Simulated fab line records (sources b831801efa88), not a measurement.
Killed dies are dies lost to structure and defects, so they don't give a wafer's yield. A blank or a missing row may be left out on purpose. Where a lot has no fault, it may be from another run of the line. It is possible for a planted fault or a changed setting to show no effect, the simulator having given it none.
Code-filled problem report in 8D (eight disciplines) form	flow sky130	the parts of the form that need people (team, actions taken, sign-off) are left out

1. THE ISSUE
Wafers free of any fault read 142.6 (standard deviation 1.3) for VT_ADJUST_PCH_TW at SKY_VT_ADJUST_PCH_TW_MEAS_10, against a mean of 128.7 on 9 wafers of 3 lots. That puts it -11 standard deviations away from the usual mean.
First seen on wafer L507.2, day 15 00:34, on film-metro-04. The record holds 39 wafers of 13 lots with a number at this step. Rule for "out", or "out of limits": more than 4 standard deviations from the usual mean. The rest of the wafers with a number are treated as sound.

2. WHAT IT IS; WHAT IT IS NOT
question	is	is not
which readings at this step	VT_ADJUST_PCH_TW	-
which lots	L507, L508, L509	L493, L495, L496, L497, L498, L501, L502, L504, L506, L516
which wafers of those lots	all that have a number	-
read on which gauges	film-metro-04	film-metro-01, film-metro-03
when	from day 15 00:34	up to then (27 sound wafers); but 3 sound wafers of L516 came after

3. WHAT RULES OUT EACH SUSPECT
Counting: any tool at a process step up to the reading is kept as a suspect provided that every lot that is out went through it and no sound lot did after the first of them.
- the gauge at SKY_VT_ADJUST_PCH_TW_MEAS_10 has been ruled out. All the wafers that are out were read on film-metro-04, but those of them that SKY_VT_ADJUST_PCH_IMPLANT_08 has rows for are out there too, on other tools.
- implanter-02 at SKY_VT_ADJUST_PCH_IMPLANT_08: kept. Every lot that is out went through it, starting with L507 (day 15 00:19), and after that it ran no sound lot; the last sound lot it ran before then is L504 (day 13 19:42). Its own dose-ions-cm2, faraday-current-uA readings are out on those wafers.
Remaining after the count: implanter-02 at SKY_VT_ADJUST_PCH_IMPLANT_08.

4. THE CAUSE (what the simulator had put in)
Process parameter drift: implanter-02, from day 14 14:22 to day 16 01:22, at SKY_VT_ADJUST_PCH_IMPLANT_08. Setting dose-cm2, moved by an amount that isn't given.
The count eliminated every tool but this one.

5. THE CHAIN OF EFFECTS, in route order
Rows list readings where the struck wafers' mean (over those with a number) sits beyond 3 standard deviations from the usual. Scope: only readings with a usual standard deviation given in the record; hours: median across lots of the time from each lot's start at the first step in this table that gives one to its start at this step; sigmas: change in usual standard deviations.
hours	step	reading	usual	on struck wafers	change	sigmas
0	SKY_VT_ADJUST_PCH_IMPLANT_08	dose-ions-cm2	5e+11	3e+11	-2e+11	-99 or more
0	SKY_VT_ADJUST_PCH_IMPLANT_08	faraday-current-uA	2.82	1.94	-0.88	-16
0	SKY_VT_ADJUST_PCH_TW_MEAS_10	VT_ADJUST_PCH_TW	142.6	128.7	-13.9	-11
Its process steps:
- SKY_VT_ADJUST_PCH_IMPLANT_08
Later measuring or inspecting steps at which every struck wafer that the step has a row for has a number for every such reading, and none has moved that far: SKY_POLY_CUT_OVL_MEAS_09, SKY_METAL1_OVL_MEAS_16.

6. HOW IT WOULD HAVE BEEN CAUGHT EARLIER
Counted from the fault's start at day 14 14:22, it took 10 hours until the first out-of-limits reading at a measuring or inspecting step in this record, taken at day 15 00:34.
The tool's own readings at SKY_VT_ADJUST_PCH_IMPLANT_08 were out on every struck wafer that the step has a row for (dose-ions-cm2, faraday-current-uA): an alarm limit on them would have fired on the first of those.
L508, L509, from the lots that are out (3), started SKY_VT_ADJUST_PCH_IMPLANT_08 on implanter-02 later than day 15 00:34. A hold on the tool at that time would have spared those 2.
